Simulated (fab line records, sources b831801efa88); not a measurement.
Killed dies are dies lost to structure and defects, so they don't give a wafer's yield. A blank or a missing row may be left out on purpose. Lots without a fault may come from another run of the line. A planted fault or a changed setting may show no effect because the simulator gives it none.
Which tool did it? | flow gf180mcu | 14 lots, 42 wafers sampled, at 3 steps of a route of 602

WHAT THE GAUGES READ, wafer by wafer
GF_M4_OVL_MEAS_15. Usual: M4_OVL -2 nm, standard deviation 5.3.
lot  | measured     | on         | M4_OVL (nm) | flag
L196 | day 23 06:35 | overlay-01 | -11 -6 5    |
L197 | day 24 00:37 | overlay-02 | -11 -3 -9   |
L198 | day 24 04:24 | overlay-02 | 1 2 -7      |
L199 | day 24 15:25 | overlay-02 | -4 -2 -9    |
L200 | day 24 21:34 | overlay-02 | 4 2 0       |
L201 | day 25 08:17 | overlay-02 | -2 1 -1     |
L206 | day 26 20:30 | overlay-02 | -10 -14 0   |
L208 | day 27 14:58 | overlay-02 | -6 -3 -3    |
L213 | day 28 23:49 | overlay-02 | -1 -2 0     |
L214 | day 29 08:46 | overlay-01 | -6 -5 -3    |
L216 | day 29 21:55 | overlay-01 | 0 -3 1      |
L217 | day 30 01:15 | overlay-02 | -3 0 -2     |
L218 | day 30 11:34 | overlay-01 | -4 3 -7     |
L219 | day 30 19:46 | overlay-02 | -1 -10 -16  |

GF_V4_THK_MEAS_01. Usual: V4_CVD_00_THK 599 nm, standard deviation 6.4.
lot  | measured     | on            | V4_CVD_00_THK (nm) | flag
L196 | day 23 07:21 | film_metro-04 | 597 591 592        |
L197 | day 24 01:23 | film_metro-02 | 596 593 601        |
L198 | day 24 05:12 | film_metro-02 | 590 598 598        |
L199 | day 24 16:11 | film_metro-01 | 605 604 603        |
L200 | day 24 22:19 | film_metro-02 | 602 599 593        |
L201 | day 25 09:02 | film_metro-02 | 613 604 609        |
L206 | day 26 21:15 | film_metro-04 | 603 600 602        |
L208 | day 27 15:44 | film_metro-04 | 604 609 599        |
L213 | day 29 00:35 | film_metro-02 | 597 599 589        |
L214 | day 29 09:31 | film_metro-04 | 603 602 600        |
L216 | day 29 22:40 | film_metro-01 | 594 597 601        |
L217 | day 30 02:07 | film_metro-01 | 599 590 591        |
L218 | day 30 12:19 | film_metro-01 | 606 599 597        |
L219 | day 30 20:31 | film_metro-04 | 598 597 604        |

WHICH TOOL RAN EACH LOT (tool, then ch and the chambers of the sampled wafers, then the start)
lot  | GF_CONTACT_ETCH_17
L196 | rie_diel-04 ch 1,3, day 15 22:00
L197 | rie_diel-04 ch 1,2, day 16 16:00
L198 | rie_diel-03 ch 0,1,3, day 16 19:00
L199 | rie_diel-04 ch 0,2,3, day 17 08:00
L200 | rie_diel-03 ch 0,1,3, day 17 16:00
L201 | rie_diel-02 ch 0,1,3, day 18 02:00
L206 | rie_diel-02 ch 0,1,3, day 19 21:00
L208 | rie_diel-02 ch 1,2,3, day 20 17:00
L213 | rie_diel-03 ch 1,2,3, day 22 09:00
L214 | rie_diel-03 ch 1,2, day 22 20:00
L216 | rie_diel-03 ch 0,2,3, day 23 09:00
L217 | rie_diel-02 ch 1,3, day 23 15:00
L218 | rie_diel-02 ch 0,1,3, day 24 03:00
L219 | rie_diel-04 ch 0,1,3, day 24 10:00
- GF_CONTACT_ETCH_17: etches SiO2 in C4F8/O2/Ar, stops on CoSi2, target depth 860 nm.

WHAT THE TOOLS THEMSELVES READ (means of the sampled wafers that have a number; where no wafer has one, the mark that the record gives instead)
GF_CONTACT_ETCH_17. Usual: oes_product_au 0.814 a.u., standard deviation 0.0051.
lot  | tool        | oes_product_au (a.u.) | flag
L196 | rie_diel-04 | 0.818                 |
L197 | rie_diel-04 | 0.813                 |
L198 | rie_diel-03 | 0.811                 |
L199 | rie_diel-04 | 0.819                 |
L200 | rie_diel-03 | 0.815                 |
L201 | rie_diel-02 | 0.816                 |
L206 | rie_diel-02 | 0.811                 |
L208 | rie_diel-02 | 0.815                 |
L213 | rie_diel-03 | 0.809                 |
L214 | rie_diel-03 | 0.817                 |
L216 | rie_diel-03 | 0.816                 |
L217 | rie_diel-02 | 0.815                 |
L218 | rie_diel-02 | 0.817                 |
L219 | rie_diel-04 | 0.819                 |

THE ANSWER, worked out from the rows above alone
Rule: a lot is off if the mean of its wafers that have a number lies more than 3 standard deviations from the usual mean. A lot without any number at a reading at which 4 lots or more have one is off too. The other lots that the step has rows for count as sound. The gauges are gone through in route order, then the tools' own readings, and for those a lot's mean is taken as printed above. The first step at which some lot is off is used, and at that step the reading that is off furthest; a lot without a number counts as furthest.
No lot is off at any reading shown: from this, nothing can be told.

WHAT THE SIMULATOR HAD PUT IN
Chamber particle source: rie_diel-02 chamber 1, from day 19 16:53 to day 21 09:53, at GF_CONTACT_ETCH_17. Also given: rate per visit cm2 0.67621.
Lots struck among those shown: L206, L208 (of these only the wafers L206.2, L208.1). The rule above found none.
